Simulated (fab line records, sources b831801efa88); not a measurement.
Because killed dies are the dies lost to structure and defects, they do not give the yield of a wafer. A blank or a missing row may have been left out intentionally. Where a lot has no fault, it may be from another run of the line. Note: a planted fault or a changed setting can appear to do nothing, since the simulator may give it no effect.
Which tool did it?	flow sky130	6 lots with 18 wafers sampled at 3 steps, on a route of 708 steps

WHAT THE GAUGES READ, wafer by wafer
SKY_SD_N_CD_MEAS_07: target cd 380 nm.
lot	measured	on	cd nm (nm)
L503	day 28 12:47	cd sem-01	381.7 380.6 379.8
L505	day 29 04:31	cd sem-01	382.5 383.6 383.1
L507	day 29 16:52	cd sem-02	381.6 384.2 381.8
L509	day 30 14:40	cd sem-02	380.5 381.9 381.4
L514	day 31 23:34	cd sem-02	- - -
L524	day 35 11:44	cd sem-01	380.8 383.1 382.5

WHAT TOOL EACH LOT RAN ON (gives the tool, then ch and the chambers of the sampled wafers, and finally the start)
lot	SKY_SPACER_ETCHBACK_02	SKY_SD_N_EXPOSE_04
L503	rie diel-04 ch 1,3, day 23 20:53	iline stepper-01 ch 0, day 28 01:32
L505	rie diel-02 ch 0,1,3, day 24 01:41	iline stepper-01 ch 0, day 28 12:55
L507	rie diel-04 ch 0,1,3, day 25 01:04	iline stepper-02 ch 0, day 29 04:23
L509	rie diel-03 ch 1,3, day 26 00:13	iline stepper-02 ch 0, day 29 23:39
L514	rie diel-03 ch 0,1,2, day 27 07:13	iline stepper-01 ch 0, day 31 10:28
L524	rie diel-04 ch 1,2,3, day 31 01:56	iline stepper-01 ch 0, day 34 23:07
- SKY_SPACER_ETCHBACK_02: etches Si3N4 in CH3F/O2, stops on SiO2, time 46.7 s, target depth 45 nm.
- SKY_SD_N_EXPOSE_04: exposes mask NSDM, target cd 380 nm.

THE ANSWER, worked out from the rows above alone
Rule: what is usual is taken from the lots themselves. Put in order of their means at a reading, lots are off if they are a third of the lots or fewer, leave a main group of 4 or more, and stand apart from it by a gap of 3 or more times the standard deviation of the main group's means; of several such gaps the widest counts. If all means in a main group match to the digits the tables above print for the reading, that group is not used. A lot without any number at a reading at which 4 lots or more have one is off too. All remaining lots with rows at the step are treated as sound.
Off at SKY_SD_N_CD_MEAS_07 (cd nm): L514. Without a number there: L514. The main group has a mean of 381.9 nm with a standard deviation of 0.85.
If a tool, at a process step before that reading, ran all the lots that are off and no sound lot after the first of them, it fits. Gauges at SKY_SD_N_CD_MEAS_07: tried the same way as those tools. 2 tools fit, rie diel-03 at SKY_SPACER_ETCHBACK_02 and cd sem-02 at SKY_SD_N_CD_MEAS_07, so this cannot tell which one it is.

WHAT WAS PUT IN BY THE SIMULATOR
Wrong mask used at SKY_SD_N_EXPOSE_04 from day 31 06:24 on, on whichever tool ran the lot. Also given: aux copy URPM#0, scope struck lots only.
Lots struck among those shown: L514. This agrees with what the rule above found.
